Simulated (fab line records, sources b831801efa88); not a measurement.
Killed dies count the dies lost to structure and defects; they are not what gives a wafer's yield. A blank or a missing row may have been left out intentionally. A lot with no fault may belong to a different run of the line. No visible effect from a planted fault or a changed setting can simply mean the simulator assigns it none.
Matching of chambers | flow sky130 | SKY_FIELD_ISO_ETCH_17 on rie-si-01 has 4 sister chambers
The step etches Si in HBr/Cl2/O2, target depth 342 nm, time 97.7 s. 18 wafers are shown with their chamber, then 9 later ones without.

EACH WAFER AND ITS CHAMBER
wafer  | chamber | drypump-motor-current-A (A) | oes-product-au (a.u.) | throttle-valve-pct (%)
L295.2 | 1       | 6.2                         | 1.005                 | 25.657
L295.3 | 3       | 6.3                         | 0.972                 | 25.680
L295.6 | 1       | 6.2                         | 1.012                 | 25.646
L296.1 | 1       | 6.3                         | 1.011                 | 25.645
L296.2 | 2       | 5.8                         | 1.018                 | 25.649
L296.6 | 2       | 5.8                         | 1.020                 | 25.655
L298.1 | 3       | 6.2                         | 0.990                 | 25.672
L298.2 | 2       | 5.8                         | 1.017                 | 25.634
L298.5 | 1       | 6.2                         | 1.018                 | 25.653
L299.2 | 3       | 6.2                         | 0.983                 | 25.671
L299.3 | 0       | 5.5                         | 1.007                 | 25.650
L299.6 | 1       | 6.2                         | 1.013                 | 25.641
L301.1 | 2       | 5.8                         | 1.016                 | 25.649
L301.3 | 1       | 6.2                         | 1.025                 | 25.643
L301.4 | 3       | 6.2                         | 0.996                 | 25.636
L302.4 | 2       | 5.7                         | 1.014                 | 25.645
L302.5 | 0       | 5.6                         | 0.999                 | 25.666
L302.6 | 3       | 6.2                         | 0.978                 | 25.651

SIGNATURES (means of the wafers above)
reading                 | chamber 0 | chamber 1 | chamber 2 | chamber 3 | scatter within a chamber
drypump-motor-current-A | 5.550     | 6.217     | 5.780     | 6.220     | 0.0458
oes-product-au          | 1.00300   | 1.01400   | 1.01700   | 0.98380   | 0.00679
throttle-valve-pct      | 25.65800  | 25.64750  | 25.64640  | 25.66200  | 0.0115
Rule: for a wafer and a chamber, the distance is found by dividing, reading by reading, the gap between the wafer's reading and the chamber's mean by the reading's scatter, squaring, summing and taking the root. The wafer belongs to the nearest chamber; if the next one is less than 2 further off, it can't be placed. The scatter is the square root of a quotient: the sum, over the shown wafers, of each reading's squared deviation from its chamber's mean, divided by wafers minus chambers.

WAFERS WITH NO CHAMBER GIVEN
wafer  | drypump-motor-current-A (A) | oes-product-au (a.u.) | throttle-valve-pct (%)
L303.2 | 5.5                         | 0.990                 | 25.657
L303.3 | 6.2                         | 0.986                 | 25.654
L303.6 | 6.2                         | 1.020                 | 25.650
L304.2 | 6.2                         | 1.025                 | 25.644
L304.3 | 6.2                         | 0.997                 | 25.651
L304.5 | 5.5                         | 1.001                 | 25.665
L314.3 | 5.5                         | 0.992                 | 25.640
L314.4 | 6.2                         | 0.978                 | 25.676
L314.5 | 5.5                         | 0.982                 | 25.681

WHICH CHAMBER EACH WENT THROUGH
wafer  | from the rows above     | in truth
L303.2 | 0                       | 0
L303.3 | 3                       | 3
L303.6 | 1                       | 1
L304.2 | 1                       | 1
L304.3 | can't be placed: 3 or 1 | 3
L304.5 | 0                       | 0
L314.3 | 0                       | 0
L314.4 | 3                       | 3
L314.5 | 0                       | 0
8 of 9 placed correctly. Cannot be placed on the basis of these rows: 1; the candidates contain the true chamber in 1. Number placed wrongly: 0.
